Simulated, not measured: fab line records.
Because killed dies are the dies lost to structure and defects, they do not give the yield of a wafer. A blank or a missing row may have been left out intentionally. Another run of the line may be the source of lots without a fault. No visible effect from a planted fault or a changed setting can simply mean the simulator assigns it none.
A struck lot beside a sound one | flow sky130 | 15 out of 708 route steps
Sound: these wafers, L796.1, L796.2, L796.4. Wafers L806.1, L806.4, L806.6 were the ones struck. The cause comes at the end.
At each step with rows: each side's tool, then ch and its chambers, then its first start. Under that, the readings that differ: sound wafers | struck wafers | difference of the means | sigmas: that difference in standard deviations of wafers without a fault.
alike: a reading whose means differ by less than 2 such deviations, as well as words and numbers matching on both sides. not compared: withheld readings; readings where some wafer has no value; bounds like >300 that might hide an equal value; numbers whose values overlap and for which the record gives no deviation.
The two part at a step that has a row with sigmas, a row that says differs or no value, or rows on one side only. Numbers that have no deviation but don't overlap get no sigmas and don't part them. A reading missing from all wafers of one side parts the sides only when that side holds two or more wafers.

first, 1 step without rows for these wafers: SKY_LDD_LDN_DEVELOP_06 (develop time 60 s).
SKY_LDD_LDN_OVL_MEAS_07:
  sound: overlay-01 at day 24 06:46; struck: overlay-02 at day 27 15:25
  alike: LDD_LDN_OVL
then, 4 steps without rows for these wafers: SKY_LDD_LDN_IMPLANT_08; SKY_LDD_LDN_IMPLANT_09; SKY_LDD_LDN_IMPLANT_10; SKY_LDD_LDN_IMPLANT_11.
SKY_LDD_LDN_STRIP_12: strips in O2/N2.
  sound on plasma_asher-04 ch 0,1, day 24 07:24; struck on plasma_asher-03 ch 0,1, day 27 16:03
  alike: drypump_motor_current_A, oes_product_au, strip_time_to_endpoint_s
  not compared: rf_hours_counter_h
SKY_LDD_LDN_TW_MEAS_13:
  sound: film_metro-04 at day 24 07:30; struck: film_metro-01 at day 27 16:09
  alike: LDD_LDN_TW
then, 2 steps without rows for these wafers: SKY_LDD_LDN_CLEAN_14 (cleans in SC1/SC2, time 150 s); SKY_SPACER_CVD_00 (deposits Si3N4 from DCS/NH3, target thk 43.1 nm, time 740 s).
SKY_SPACER_THK_MEAS_01:
  sound: film_metro-03 at day 24 09:25; struck: film_metro-02 at day 27 17:28
  alike: SPACER_CVD_00_THK
SKY_SPACER_ETCHBACK_02: etches Si3N4 in CH3F/O2, stops on SiO2, time 46.7 s, target depth 45 nm.
  sound on rie_diel-04 ch 0,1, day 24 09:29; struck on rie_diel-03 ch 0,2,3, day 27 17:32
  alike: drypump_motor_current_A, oes_product_au, throttle_valve_pct
  not compared: rf_hours_counter_h
SKY_POLY_CUT_DEHYDRATE_00: time 60 s.
  sound on litho_track-03 ch 0, day 24 23:28; struck on litho_track-03 ch 0, day 28 06:49
  reading                  | sound                | struck               | difference | sigmas
  heater_power_total_W (W) | 160.47 160.34 160.24 | 154.67 154.95 154.69 | -5.58      | -47
  plate_temp_C (C)         | 200.00 200.01 199.98 | 194.32 194.31 194.15 | -5.74      | -38
  alike: exhaust_pa
then, 1 step without rows for these wafers: SKY_POLY_CUT_HMDS_01 (prime time 60 s).
-- a jump in the record: the struck wafers' starts before and after are 21 days apart (it breaks off in module POLY_CUT and resumes in module PAD_OPEN, where the first step shown is number 708 of the route) --
SKY_PAD_OPEN_PROBE_99:
  sound: prober-01 at day 46 18:50; struck: prober-01 at day 48 21:49
  alike: killed_at_M0_to_M3, killed_at_M4_up, killed_at_contacts, killed_at_front_end, killed_at_other, killed_dies, killed_open, killed_short

== WHERE THEY PART ==
Only at SKY_POLY_CUT_DEHYDRATE_00, within this record. Later steps at which nothing parts them and some readings are alike: SKY_PAD_OPEN_PROBE_99.

WHY: the cause the simulator had injected
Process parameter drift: litho_track-03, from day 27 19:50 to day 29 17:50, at SKY_POLY_CUT_DEHYDRATE_00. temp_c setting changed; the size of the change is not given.
